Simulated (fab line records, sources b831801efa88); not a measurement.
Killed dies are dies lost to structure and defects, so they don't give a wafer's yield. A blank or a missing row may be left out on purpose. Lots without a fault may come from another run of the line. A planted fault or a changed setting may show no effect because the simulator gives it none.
A struck lot beside a sound one | flow sfq_line | 14 steps out of a route of 325
Sound: wafers L198.3, L198.4, L198.5. Struck: wafer L204.1. (L204.4, L204.5 of the same lot were not struck and are left out.) The cause comes at the end.
At each step with rows: each side's tool, then ch and its chambers, then its first start. Under that, the readings that differ: sound wafers | struck wafers | difference of the means | sigmas: that difference in standard deviations of wafers without a fault.
alike: readings whose means differ by less than 2 such deviations, and words and numbers that are the same on both sides. not compared: withheld readings, readings that some wafer has no value for, bounds like >300 that may hide the same value, and numbers for which the record gives no deviation and whose values overlap.
The two part at a step that has a row with sigmas, a row that says differs or no value, or rows on one side only. Numbers that don't overlap but have no deviation are shown without sigmas and don't part them. A reading that every wafer of one side lacks parts them only if that side has two wafers or more.

first, 6 steps without rows for these wafers: SFQ_TRILAYER_M4_LITHO_COAT_098 (resist thk 62 nm); SFQ_TRILAYER_M4_LITHO_COAT_093 (resist thk 600 nm); SFQ_TRILAYER_M4_LITHO_SOFTBAKE_097; SFQ_TRILAYER_M4_LITHO_EXPOSE_094 (exposes mask M4, target cd 500 nm); SFQ_TRILAYER_M4_LITHO_PEB_096 (peb time 60 s); SFQ_TRILAYER_M4_LITHO_DEVELOP_095 (time 60 s).
SFQ_M4_OVL_MEAS_926:
  sound on overlay-01, day 43 23:38; struck on overlay-02, day 52 08:41
  alike: M4_OVL
SFQ_TRILAYER_M4_BARC_OPEN_METAL_ETCH_123: etches BARC in O2, target depth 125 nm, time 41.7 s.
  sound on rie_metal-01 ch 0,1, day 43 23:40; struck on rie_metal-02 ch 0, day 52 08:44
  reading                | sound | struck | difference                   | sigmas
  rf_hours_counter_h (h) | - - - | 131    | no value on the sound wafers |
  alike: drypump_motor_current_A, oes_product_au
SFQ_TRILAYER_M4_ETCH_METAL_ETCH_096: etches Nb in Cl2/Ar, stops on SiO2, target depth 240 nm, time 120 s.
  sound on rie_metal-01 ch 0,1, day 43 23:45; struck on rie_metal-02 ch 0, day 52 08:47
  reading                | sound | struck | difference                   | sigmas
  rf_hours_counter_h (h) | - - - | 131    | no value on the sound wafers |
  alike: drypump_motor_current_A, oes_product_au
SFQ_TRILAYER_M4_STRIP_STRIP_097: strips in O2.
  sound on rie_metal-01 ch 0,1, day 44 00:02; struck on rie_metal-02 ch 0, day 52 08:55
  reading                | sound | struck | difference                   | sigmas
  rf_hours_counter_h (h) | - - - | 131    | no value on the sound wafers |
  alike: drypump_motor_current_A, oes_product_au
then, 1 step without rows for these wafers: SFQ_TRILAYER_M4_STRIP_SOLV_CLEAN_098 (cleans in NMP, time 600 s).
SFQ_TRILAYER_I4_DEP_PECVD_099: deposits SiO2 from SiH4/N2O, time 111.11 s, target thk 500 nm.
  sound on pecvd-04 ch 0,1,2, day 44 00:37; struck on pecvd-03 ch 0, day 52 09:41
  alike: heater_power_w, throttle_valve_pct
SFQ_TRILAYER_I4_CMP_CMP_100: polishes SiO2.
  sound on cmp-02 ch 2,3, day 44 03:44; struck on cmp-01 ch 2, day 52 11:16
  reading                | sound       | struck | difference | sigmas
  time_to_endpoint_s (s) | 206 208 200 | 104    | -101       | -13
  alike: motor_current_A, retaining_ring_pressure_frac
SFQ_I4_BOW_MEAS_927:
  sound on film_metro-03, day 44 06:46; struck on film_metro-01, day 52 12:46
  alike: I4_BOW

WHERE THEY PART
First at SFQ_TRILAYER_M4_BARC_OPEN_METAL_ETCH_123; last, within this record, at SFQ_TRILAYER_I4_CMP_CMP_100. Later steps at which nothing parts them and some readings are alike: SFQ_I4_BOW_MEAS_927.

WHY: what the simulator had put in
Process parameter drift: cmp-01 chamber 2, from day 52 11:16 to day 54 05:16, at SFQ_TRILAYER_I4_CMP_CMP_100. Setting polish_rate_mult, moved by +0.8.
